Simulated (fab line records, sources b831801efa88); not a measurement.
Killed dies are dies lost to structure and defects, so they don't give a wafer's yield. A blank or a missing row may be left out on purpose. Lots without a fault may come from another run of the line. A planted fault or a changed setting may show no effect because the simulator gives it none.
A struck lot beside a sound one | flow gf180mcu | 23 steps out of a route of 602
Sound: wafers L124.3, L124.5, L124.6. Struck: wafers L136.2, L136.4, L136.6. The cause comes at the end.
At each step with rows: each side's tool, then ch and its chambers, then its first start. Under that, the readings that differ: sound wafers | struck wafers | difference of the means | sigmas: that difference in standard deviations of wafers without a fault.
alike: readings whose means differ by less than 2 such deviations, and words and numbers that are the same on both sides. not compared: withheld readings, readings that some wafer has no value for, bounds like >300 that may hide the same value, and numbers for which the record gives no deviation and whose values overlap.
The two part at a step that has a row with sigmas, a row that says differs or no value, or rows on one side only. Numbers that don't overlap but have no deviation are shown without sigmas and don't part them. A reading that every wafer of one side lacks parts them only if that side has two wafers or more.

GF_HV_LDD_STRIP_49: strips in O2/N2.
  sound on plasma_asher-03 ch 0,1, day 13 14:20; struck on plasma_asher-02 ch 0,1, day 17 19:32
  reading                      | sound             | struck            | difference | sigmas
  strip_time_to_endpoint_s (s) | 12.55 12.53 12.57 | 12.67 12.66 12.67 | +0.12      | +3
  alike: drypump_motor_current_A, heater_power_w, oes_product_au
  not compared: rf_hours_counter_h
GF_HV_LDD_TW_MEAS_50:
  sound on film_metro-03, day 13 14:25; struck on film_metro-03, day 17 19:39
  alike: HV_LDD_4_TW
then, 1 step without rows for these wafers: GF_HV_LDD_CLEAN_51 (cleans in SC1/SC2, time 150 s).
GF_HV_LDD_RTA_52: time 10 s.
  sound on rtp_anneal-01 ch 0, day 13 14:32; struck on rtp_anneal-01 ch 0, day 17 19:46
  alike: lamp_power_pct, wafer_temp_C_max
GF_HV_LDD_RS_MEAS_53: measures by four-point-probe.
  sound on film_metro-02, day 13 14:37; struck on film_metro-03, day 17 19:50
  alike: HV_LDD_RS
then, 1 step without rows for these wafers: GF_HV_LDD_CVD_54 (deposits SiO2 from TEOS, target thk 10 nm, time 75 s).
GF_HV_LDD_THK_MEAS_55:
  sound on film_metro-03, day 13 16:04; struck on film_metro-03, day 17 20:58
  reading                | sound          | struck            | difference | sigmas
  HV_LDD_CVD_54_THK (nm) | 9.81 9.69 9.74 | 10.06 10.04 10.15 | +0.34      | +2
then, 1 step without rows for these wafers: GF_HV_LDD_CVD_56 (deposits Si3N4 from DCS/NH3, target thk 90 nm, time 1543 s).
GF_HV_LDD_THK_MEAS_57:
  sound on film_metro-03, day 13 17:34; struck on film_metro-01, day 17 22:31
  alike: HV_LDD_CVD_56_THK
GF_HV_LDD_ETCHBACK_58: etches Si3N4 in CH3F/O2, stops on SiO2, time 100 s, target depth 90 nm.
  sound on rie_diel-03 ch 1,3, day 13 17:36; struck on rie_diel-03 ch 0,1,2, day 17 22:34
  alike: drypump_motor_current_A, oes_product_au, throttle_valve_pct
  not compared: rf_hours_counter_h
then, 2 steps without rows for these wafers: GF_NSD_DEHYDRATE_00 (time 60 s); GF_NSD_HMDS_01 (prime time 60 s).
GF_NSD_COAT_02: resist thk 1000 nm.
  sound on litho_track-04 ch 0, day 14 03:09; struck on litho_track-03 ch 0, day 18 09:49
  reading                                  | sound                | struck               | difference | sigmas
  spin_speed_rpm (rpm)                     | 2999.8 2997.2 2997.5 | 2880.9 2884.0 2883.3 | -115.4     | -64
  model.NOVOLAK_of_NSD_COAT_02.thk_nm (nm) | 996.9 998.9 997.5    | 1026 1022 1022       | +26        |
then, 3 steps without rows for these wafers: GF_NSD_SOFTBAKE_03 (time 60 s); GF_NSD_EXPOSE_04 (exposes mask Nplus, target cd 400 nm); GF_NSD_PEB_05.
GF_NSD_DEVELOP_06: develop time 60 s.
  sound on litho_track-04 ch 0, day 14 14:00; struck on litho_track-01 ch 0, day 18 21:46
  reading                                  | sound             | struck         | difference | sigmas
  model.NOVOLAK_of_NSD_COAT_02.thk_nm (nm) | 996.5 998.5 997.1 | 1026 1022 1022 | +26        |
  alike: developer_temp_C
GF_NSD_CD_MEAS_07: target cd 400 nm.
  sound on cd_sem-02, day 14 14:08; struck on cd_sem-02, day 18 21:55
  alike: cd_nm
GF_NSD_OVL_MEAS_08:
  sound on overlay-02, day 14 14:14; struck on overlay-02, day 18 22:01
  alike: NSD_OVL
then, 2 steps without rows for these wafers: GF_NSD_IMPLANT_09; GF_NSD_IMPLANT_10.
GF_NSD_STRIP_11: strips in O2/N2.
  sound on plasma_asher-01 ch 0,1, day 14 14:35; struck on plasma_asher-04 ch 0, day 18 22:20
  reading                      | sound             | struck            | difference | sigmas
  strip_time_to_endpoint_s (s) | 22.98 22.96 22.97 | 23.27 23.25 23.24 | +0.28      | +7
  alike: drypump_motor_current_A, heater_power_w, oes_product_au
  not compared: rf_hours_counter_h
GF_NSD_TW_MEAS_12:
  sound on film_metro-02, day 14 14:40; struck on film_metro-04, day 18 22:27
  reading | sound          | struck         | difference | sigmas
  NSD_TW  | 4159 4171 4145 | 4229 4225 4245 | +75        | +2

WHERE THEY PART
First at GF_HV_LDD_STRIP_49; last, within this record, at GF_NSD_TW_MEAS_12.

WHY: what the simulator had put in
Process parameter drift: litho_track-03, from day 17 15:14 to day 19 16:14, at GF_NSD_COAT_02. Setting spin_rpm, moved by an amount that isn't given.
